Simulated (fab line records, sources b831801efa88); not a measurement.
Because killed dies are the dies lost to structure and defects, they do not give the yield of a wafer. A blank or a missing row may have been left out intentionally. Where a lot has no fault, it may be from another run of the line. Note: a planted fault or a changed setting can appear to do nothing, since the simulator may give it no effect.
What tool caused it? :: flow gf180mcu :: Sampling: 10 lots, 30 wafers, 6 of 602 route steps

== WHAT EACH GAUGE READ, for each wafer ==
GF_V3_THK_MEAS_01.
lot: L881
measured: day 20 13:12
on: film-metro-01
V3_CVD_00_THK (nm): 605 597 609

lot: L884
measured: day 21 16:32
on: film-metro-01
V3_CVD_00_THK (nm): 599 601 606

lot: L886
measured: day 22 10:05
on: film-metro-04
V3_CVD_00_THK (nm): 595 608 598

lot: L887
measured: day 24 23:22
on: film-metro-01
V3_CVD_00_THK (nm): 604 600 600

lot: L888
measured: day 25 02:44
on: film-metro-04
V3_CVD_00_THK (nm): 617 608 613

lot: L890
measured: day 25 07:17
on: film-metro-04
V3_CVD_00_THK (nm): 608 614 598

lot: L896
measured: day 26 20:22
on: film-metro-01
V3_CVD_00_THK (nm): 601 601 604

lot: L897
measured: day 27 01:35
on: film-metro-04
V3_CVD_00_THK (nm): 617 604 602

lot: L900
measured: day 28 10:41
on: film-metro-04
V3_CVD_00_THK (nm): 607 605 608

lot: L904
measured: day 29 05:44
on: film-metro-01
V3_CVD_00_THK (nm): 615 611 605

GF_MIM_RS_MEAS_10: a four-point-probe measurement.
lot: L881
measured: day 23 17:43
on: film-metro-04
MIM_ALCU_RS (ohm/sq): 0.1591 0.1603 0.1629

lot: L884
measured: day 24 18:41
on: film-metro-02
MIM_ALCU_RS (ohm/sq): 0.1574 0.1573 0.1578

lot: L886
measured: day 25 10:22
on: film-metro-04
MIM_ALCU_RS (ohm/sq): 0.1587 0.1580 0.1597

lot: L887
measured: day 27 18:18
on: film-metro-04
MIM_ALCU_RS (ohm/sq): 0.1577 0.1596 0.1580

lot: L888
measured: day 27 20:59
on: film-metro-02
MIM_ALCU_RS (ohm/sq): 0.1575 0.1586 0.1595

lot: L890
measured: day 28 01:37
on: film-metro-02
MIM_ALCU_RS (ohm/sq): 0.1597 0.1587 0.1591

lot: L896
measured: day 29 12:14
on: film-metro-02
MIM_ALCU_RS (ohm/sq): 0.1629 0.1593 0.1633

lot: L897
measured: day 29 15:36
on: film-metro-02
MIM_ALCU_RS (ohm/sq): 0.1394 0.1591 0.1588

lot: L900
measured: day 30 22:58
on: film-metro-01
MIM_ALCU_RS (ohm/sq): 0.1594 0.1610 0.1613

lot: L904
measured: day 31 16:35
on: film-metro-01
MIM_ALCU_RS (ohm/sq): 0.1583 0.1578 0.1570

GF_MIM_THK_MEAS_11: measures by xrf.
lot: L881
measured: day 23 17:50
on: film-metro-04
MIM_ALCU_THK (nm): 199.9 196.2 194.5

lot: L884
measured: day 24 18:47
on: film-metro-02
MIM_ALCU_THK (nm): 201.1 201.7 201.4

lot: L886
measured: day 25 10:29
on: film-metro-04
MIM_ALCU_THK (nm): 200.3 200.3 196.7

lot: L887
measured: day 27 18:25
on: film-metro-04
MIM_ALCU_THK (nm): 200.2 198.4 199.5

lot: L888
measured: day 27 21:07
on: film-metro-02
MIM_ALCU_THK (nm): 200.9 199.8 199.2

lot: L890
measured: day 28 01:44
on: film-metro-02
MIM_ALCU_THK (nm): 197.9 199.9 200.1

lot: L896
measured: day 29 12:20
on: film-metro-02
MIM_ALCU_THK (nm): 194.1 198.2 193.3

lot: L897
measured: day 29 15:43
on: film-metro-02
MIM_ALCU_THK (nm): 225.4 199.2 198.7

lot: L900
measured: day 30 23:05
on: film-metro-01
MIM_ALCU_THK (nm): 199.8 195.8 197.2

lot: L904
measured: day 31 16:42
on: film-metro-01
MIM_ALCU_THK (nm): 200.2 200.8 202.5

== WHICH TOOL RAN EACH LOT (tool, then ch and the chambers of the sampled wafers, then the start) ==
lot: L881
GF_M4_METAL_ETCH_16: rie-metal-01 ch 0,1, day 22 15:53
GF_V4_SPUTTER_21: pvd-sputter-04, day 23 16:36
GF_MIM_SPUTTER_08: pvd-sputter-02, day 23 17:39

lot: L884
GF_M4_METAL_ETCH_16: rie-metal-03 ch 0,1, day 23 16:56
GF_V4_SPUTTER_21: pvd-sputter-03, day 24 17:33
GF_MIM_SPUTTER_08: pvd-sputter-04, day 24 18:36

lot: L886
GF_M4_METAL_ETCH_16: rie-metal-03 ch 0,1, day 24 09:48
GF_V4_SPUTTER_21: pvd-sputter-03, day 25 09:14
GF_MIM_SPUTTER_08: pvd-sputter-01, day 25 10:17

lot: L887
GF_M4_METAL_ETCH_16: rie-metal-01 ch 0, day 26 18:40
GF_V4_SPUTTER_21: pvd-sputter-04, day 27 17:10
GF_MIM_SPUTTER_08: pvd-sputter-04, day 27 18:13

lot: L888
GF_M4_METAL_ETCH_16: rie-metal-04 ch 0, day 26 21:21
GF_V4_SPUTTER_21: pvd-sputter-03, day 27 19:44
GF_MIM_SPUTTER_08: pvd-sputter-04, day 27 20:56

lot: L890
GF_M4_METAL_ETCH_16: rie-metal-04 ch 0,1, day 27 02:04
GF_V4_SPUTTER_21: pvd-sputter-01, day 28 00:27
GF_MIM_SPUTTER_08: pvd-sputter-01, day 28 01:33

lot: L896
GF_M4_METAL_ETCH_16: rie-metal-04 ch 0,1, day 28 13:46
GF_V4_SPUTTER_21: pvd-sputter-03, day 29 11:06
GF_MIM_SPUTTER_08: pvd-sputter-02, day 29 12:09

lot: L897
GF_M4_METAL_ETCH_16: rie-metal-01 ch 0,1, day 28 17:59
GF_V4_SPUTTER_21: pvd-sputter-03, day 29 14:29
GF_MIM_SPUTTER_08: pvd-sputter-01, day 29 15:32

lot: L900
GF_M4_METAL_ETCH_16: rie-metal-04 ch 0,1, day 30 02:29
GF_V4_SPUTTER_21: pvd-sputter-01, day 30 21:50
GF_MIM_SPUTTER_08: pvd-sputter-04, day 30 22:53

lot: L904
GF_M4_METAL_ETCH_16: rie-metal-03 ch 0,1, day 30 19:29
GF_V4_SPUTTER_21: pvd-sputter-04, day 31 15:27
GF_MIM_SPUTTER_08: pvd-sputter-04, day 31 16:31
- GF_M4_METAL_ETCH_16: etches the open film in Cl2/BCl3, stops on SiO2, target depth 627.5 nm, time 104.6 s.
- GF_V4_SPUTTER_21: material Ti, target thk 15 nm, time 80.02 s.
- GF_MIM_SPUTTER_08: material AlCu, target thk 200 nm, time 10.6 s.

== AS READ BY THE TOOLS THEMSELVES (means over the sampled wafers that have a number; for cases with no such wafer, the mark the record gives instead) ==
GF_M4_METAL_ETCH_16.
lot: L881
tool: rie-metal-01
drypump-motor-current-A (A): 5.4
oes-product-au (a.u.): 0.972
throttle-valve-pct (%): 28.250

lot: L884
tool: rie-metal-03
drypump-motor-current-A (A): 5.9
oes-product-au (a.u.): 0.975
throttle-valve-pct (%): 28.244

lot: L886
tool: rie-metal-03
drypump-motor-current-A (A): 5.8
oes-product-au (a.u.): 0.980
throttle-valve-pct (%): 28.245

lot: L887
tool: rie-metal-01
drypump-motor-current-A (A): 6.3
oes-product-au (a.u.): 0.982
throttle-valve-pct (%): 28.242

lot: L888
tool: rie-metal-04
drypump-motor-current-A (A): 5.5
oes-product-au (a.u.): 0.969
throttle-valve-pct (%): 28.261

lot: L890
tool: rie-metal-04
drypump-motor-current-A (A): 5.4
oes-product-au (a.u.): 0.975
throttle-valve-pct (%): 28.248

lot: L896
tool: rie-metal-04
drypump-motor-current-A (A): 5.4
oes-product-au (a.u.): 0.976
throttle-valve-pct (%): 28.235

lot: L897
tool: rie-metal-01
drypump-motor-current-A (A): 5.9
oes-product-au (a.u.): 0.970
throttle-valve-pct (%): 28.239

lot: L900
tool: rie-metal-04
drypump-motor-current-A (A): 5.4
oes-product-au (a.u.): 0.977
throttle-valve-pct (%): 28.245

lot: L904
tool: rie-metal-03
drypump-motor-current-A (A): 5.8
oes-product-au (a.u.): 0.979
throttle-valve-pct (%): 28.237

GF_V4_SPUTTER_21.
lot: L881
tool: pvd-sputter-04
substrate-temp-c (C): 199.94
throttle-valve-pct (%): 30.3

lot: L884
tool: pvd-sputter-03
substrate-temp-c (C): 200.11
throttle-valve-pct (%): 30.0

lot: L886
tool: pvd-sputter-03
substrate-temp-c (C): 199.91
throttle-valve-pct (%): 30.2

lot: L887
tool: pvd-sputter-04
substrate-temp-c (C): 199.91
throttle-valve-pct (%): 30.7

lot: L888
tool: pvd-sputter-03
substrate-temp-c (C): 199.93
throttle-valve-pct (%): 31.0

lot: L890
tool: pvd-sputter-01
substrate-temp-c (C): 200.15
throttle-valve-pct (%): 29.9

lot: L896
tool: pvd-sputter-03
substrate-temp-c (C): 199.98
throttle-valve-pct (%): 30.8

lot: L897
tool: pvd-sputter-03
substrate-temp-c (C): 199.98
throttle-valve-pct (%): 30.1

lot: L900
tool: pvd-sputter-01
substrate-temp-c (C): 199.96
throttle-valve-pct (%): 29.7

lot: L904
tool: pvd-sputter-04
substrate-temp-c (C): 199.73
throttle-valve-pct (%): 30.3

GF_MIM_SPUTTER_08.
lot: L881
tool: pvd-sputter-02
throttle-valve-pct (%): 29.6

lot: L884
tool: pvd-sputter-04
throttle-valve-pct (%): 30.7

lot: L886
tool: pvd-sputter-01
throttle-valve-pct (%): 29.5

lot: L887
tool: pvd-sputter-04
throttle-valve-pct (%): 30.2

lot: L888
tool: pvd-sputter-04
throttle-valve-pct (%): 30.3

lot: L890
tool: pvd-sputter-01
throttle-valve-pct (%): 29.4

lot: L896
tool: pvd-sputter-02
throttle-valve-pct (%): 29.5

lot: L897
tool: pvd-sputter-01
throttle-valve-pct (%): 29.5

lot: L900
tool: pvd-sputter-04
throttle-valve-pct (%): 30.1

lot: L904
tool: pvd-sputter-04
throttle-valve-pct (%): 30.8

== THE ANSWER, worked out from the rows above alone ==
Rule: the lots themselves supply what counts as usual. Put in order of their means at a reading, lots are off if they are a third of the lots or fewer, leave a main group of 4 or more, and stand apart from it by a gap of 3 or more times the standard deviation of the main group's means; of several such gaps the widest counts. A main group whose means are all the same, to the digits that the tables above print for the reading, isn't used. Also off: a lot with no number at a reading for which 4 or more lots have one. All remaining lots with rows at the step are treated as sound. After the gauges, taken in route order, come the tools' own readings; for these a lot's mean is taken, as printed above. At the first step where some lot is off, the reading lying furthest off is the one used; lots without a number count as furthest.
Off: at GF_MIM_RS_MEAS_10 (MIM_ALCU_RS), L897. For the main group the mean is 0.1593 ohm/sq and the standard deviation 0.0014.
A tool fits if, at a process step before that reading, it ran every lot that is off, and no sound lot after the first of them. Gauges at GF_MIM_RS_MEAS_10: tried the same way as those tools. Can't be told from this: 4 tools fit, rie-metal-01 at GF_M4_METAL_ETCH_16, pvd-sputter-03 at GF_V4_SPUTTER_21, pvd-sputter-01 at GF_MIM_SPUTTER_08, film-metro-02 at GF_MIM_RS_MEAS_10.

== WHAT THE SIMULATOR HAD INSERTED ==
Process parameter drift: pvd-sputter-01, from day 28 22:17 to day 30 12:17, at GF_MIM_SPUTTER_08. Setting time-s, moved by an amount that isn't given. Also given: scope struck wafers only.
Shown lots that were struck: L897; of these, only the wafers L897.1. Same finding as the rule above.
